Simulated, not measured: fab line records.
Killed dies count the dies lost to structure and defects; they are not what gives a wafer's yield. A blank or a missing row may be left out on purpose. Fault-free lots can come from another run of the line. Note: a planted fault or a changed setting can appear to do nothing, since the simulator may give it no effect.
Chamber matching | flow gf180mcu | GF_HV_LDD_ETCHBACK_58 on rie-diel-01 has 4 sister chambers
The step etches Si3N4 in CH3F/O2, stops on SiO2, time 100 s, target depth 90 nm. 15 wafers are shown with their chamber, then 7 later ones without.

== WAFERS, EACH WITH ITS CHAMBER ==
wafer  | chamber | drypump-motor-current-A (A) | oes-product-au (a.u.) | throttle-valve-pct (%)
L876.1 | 3       | 5.5                         | 0.846                 | 10.556
L876.2 | 2       | 5.4                         | 0.847                 | 10.552
L876.3 | 0       | 5.8                         | 0.837                 | 10.557
L880.4 | 2       | 5.5                         | 0.842                 | 10.570
L880.5 | 3       | 5.5                         | 0.844                 | 10.546
L880.6 | 1       | 5.1                         | 0.840                 | 10.552
L881.1 | 2       | 5.5                         | 0.835                 | 10.543
L881.2 | 0       | 5.8                         | 0.839                 | 10.564
L881.6 | 1       | 5.1                         | 0.847                 | 10.562
L882.2 | 2       | 5.5                         | 0.849                 | 10.577
L882.5 | 1       | 5.1                         | 0.848                 | 10.550
L882.6 | 2       | 5.5                         | 0.841                 | 10.549
L883.1 | 2       | 5.4                         | 0.855                 | 10.544
L883.3 | 1       | 5.1                         | 0.844                 | 10.550
L883.5 | 1       | 5.1                         | 0.838                 | 10.563

SIGNATURES (means of the wafers above)
reading                 | chamber 0 | chamber 1 | chamber 2 | chamber 3 | scatter within a chamber
drypump-motor-current-A | 5.800     | 5.100     | 5.467     | 5.500     | 0.0348
oes-product-au          | 0.83800   | 0.84340   | 0.84483   | 0.84500   | 0.00543
throttle-valve-pct      | 10.56050  | 10.55540  | 10.55583  | 10.55100  | 0.0107
Rule: distance of a wafer from a chamber = root of the sum over the readings of ((wafer's reading minus chamber's mean) / reading's scatter) squared. If the next closest chamber is less than 2 further off than the closest, the wafer can't be placed; otherwise it belongs to the closest. The scatter: the root of (the sum of the squares of (reading less its chamber's mean) over the shown wafers, divided by (wafers less chambers)).

== WAFERS WITH NO CHAMBER GIVEN ==
wafer  | drypump-motor-current-A (A) | oes-product-au (a.u.) | throttle-valve-pct (%)
L894.1 | 5.1                         | 0.839                 | 10.555
L894.3 | 5.5                         | 0.839                 | 10.549
L894.5 | 5.5                         | 0.847                 | 10.550
L895.1 | 5.5                         | 0.843                 | 10.551
L895.5 | 5.5                         | 0.842                 | 10.570
L896.2 | 5.7                         | 0.833                 | 10.561
L896.5 | 5.8                         | 0.832                 | 10.558

== WHICH CHAMBER EACH WENT THROUGH ==
wafer  | from the rows above     | in truth
L894.1 | 1                       | 1
L894.3 | can't be placed: 3 or 2 | 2
L894.5 | can't be placed: 3 or 2 | 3
L895.1 | can't be placed: 3 or 2 | 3
L895.5 | can't be placed: 2 or 3 | 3
L896.2 | 0                       | 0
L896.5 | 0                       | 0
3 of 7 placed correctly. Can't be placed from these rows: 4 (the true chamber is among the candidates in 4). Placed wrongly: 0.
